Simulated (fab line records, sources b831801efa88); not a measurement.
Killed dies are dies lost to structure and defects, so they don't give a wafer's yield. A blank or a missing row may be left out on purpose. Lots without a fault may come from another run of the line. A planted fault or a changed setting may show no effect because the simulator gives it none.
Which tool did it? | flow gf180mcu | 13 lots, 39 wafers sampled, at 3 steps of a route of 602

WHAT THE GAUGES READ, wafer by wafer
GF_V5_THK_MEAS_01.
lot  | measured     | on            | V5_CVD_00_THK (nm)
L159 | day 26 12:16 | film_metro-04 | 296 302 305
L160 | day 26 19:24 | film_metro-04 | 295 299 299
L161 | day 27 08:10 | film_metro-04 | 302 297 300
L162 | day 27 17:22 | film_metro-01 | 300 299 302
L163 | day 27 18:46 | film_metro-01 | 302 305 304
L166 | day 28 20:22 | film_metro-04 | 302 291 292
L168 | day 29 12:46 | film_metro-04 | 298 292 295
L170 | day 29 21:56 | film_metro-04 | 294 293 297
L173 | day 30 17:10 | film_metro-02 | 293 292 304
L177 | day 31 21:35 | film_metro-04 | 304 304 299
L178 | day 32 03:41 | film_metro-04 | 300 298 295
L181 | day 32 20:23 | film_metro-02 | 300 296 299
L182 | day 33 00:47 | film_metro-04 | 305 310 300

GF_V5_RS_MEAS_24: measures by four-point-probe.
lot  | measured     | on            | V5_W_RS (ohm/sq)
L159 | day 27 11:02 | film_metro-02 | 0.332 0.331 0.318
L160 | day 27 16:25 | film_metro-01 | 0.335 0.338 0.334
L161 | day 28 05:13 | film_metro-02 | 0.331 0.329 0.331
L162 | day 28 14:58 | film_metro-04 | 0.321 0.329 0.323
L163 | day 28 16:04 | film_metro-02 | 0.330 0.330 0.329
L166 | day 29 16:55 | film_metro-01 | 0.329 0.322 0.325
L168 | day 30 09:22 | film_metro-04 | 0.329 0.327 0.329
L170 | day 30 18:53 | film_metro-01 | 0.329 0.334 0.327
L173 | day 31 12:04 | film_metro-02 | 0.326 0.322 0.330
L177 | day 32 15:54 | film_metro-02 | 0.330 0.331 0.335
L178 | day 32 21:52 | film_metro-04 | 0.328 0.326 0.326
L181 | day 33 14:11 | film_metro-01 | 0.330 0.329 0.333
L182 | day 33 17:47 | film_metro-04 | 0.326 0.328 0.327

WHICH TOOL RAN EACH LOT (tool, then ch and the chambers of the sampled wafers, then the start)
lot  | GF_V1_ETCH_17
L159 | rie_diel-02 ch 0,1, day 18 06:00
L160 | rie_diel-04 ch 1,2, day 18 16:00
L161 | rie_diel-03 ch 0,1, day 19 06:00
L162 | rie_diel-03 ch 0,1,3, day 19 16:00
L163 | rie_diel-04 ch 0,1,2, day 19 21:00
L166 | rie_diel-02 ch 1,2,3, day 21 02:00
L168 | rie_diel-04 ch 0,1,3, day 21 22:00
L170 | rie_diel-04 ch 0,1, day 22 12:00
L173 | rie_diel-04 ch 1,2, day 23 10:00
L177 | rie_diel-04 ch 1,2,3, day 24 21:00
L178 | rie_diel-03 ch 0,1,3, day 25 03:00
L181 | rie_diel-04 ch 1,2, day 26 02:00
L182 | rie_diel-04 ch 1,2, day 26 09:00
- GF_V1_ETCH_17: etches SiO2 in C4F8/O2/Ar, stops on TiN, target depth 630 nm.

WHAT THE TOOLS THEMSELVES READ (means of the sampled wafers that have a number; where no wafer has one, the mark that the record gives instead)
GF_V1_ETCH_17.
lot  | tool        | oes_product_au (a.u.)
L159 | rie_diel-02 | 0.853
L160 | rie_diel-04 | 0.854
L161 | rie_diel-03 | 0.853
L162 | rie_diel-03 | 0.850
L163 | rie_diel-04 | 0.859
L166 | rie_diel-02 | 0.861
L168 | rie_diel-04 | 0.851
L170 | rie_diel-04 | 0.859
L173 | rie_diel-04 | 0.855
L177 | rie_diel-04 | 0.855
L178 | rie_diel-03 | 0.855
L181 | rie_diel-04 | 0.857
L182 | rie_diel-04 | 0.856

THE ANSWER, worked out from the rows above alone
Rule: what is usual is taken from the lots themselves. Put in order of their means at a reading, lots are off if they are a third of the lots or fewer, leave a main group of 4 or more, and stand apart from it by a gap of 3 or more times the standard deviation of the main group's means; of several such gaps the widest counts. A main group whose means are all the same, to the digits that the tables above print for the reading, isn't used. A lot without any number at a reading at which 4 lots or more have one is off too. The other lots that the step has rows for count as sound. The gauges are gone through in route order, then the tools' own readings, and for those a lot's mean is taken as printed above. The first step at which some lot is off is used, and at that step the reading that is off furthest; a lot without a number counts as furthest.
No lot is off at any reading shown: from this, nothing can be told.

WHAT THE SIMULATOR HAD PUT IN
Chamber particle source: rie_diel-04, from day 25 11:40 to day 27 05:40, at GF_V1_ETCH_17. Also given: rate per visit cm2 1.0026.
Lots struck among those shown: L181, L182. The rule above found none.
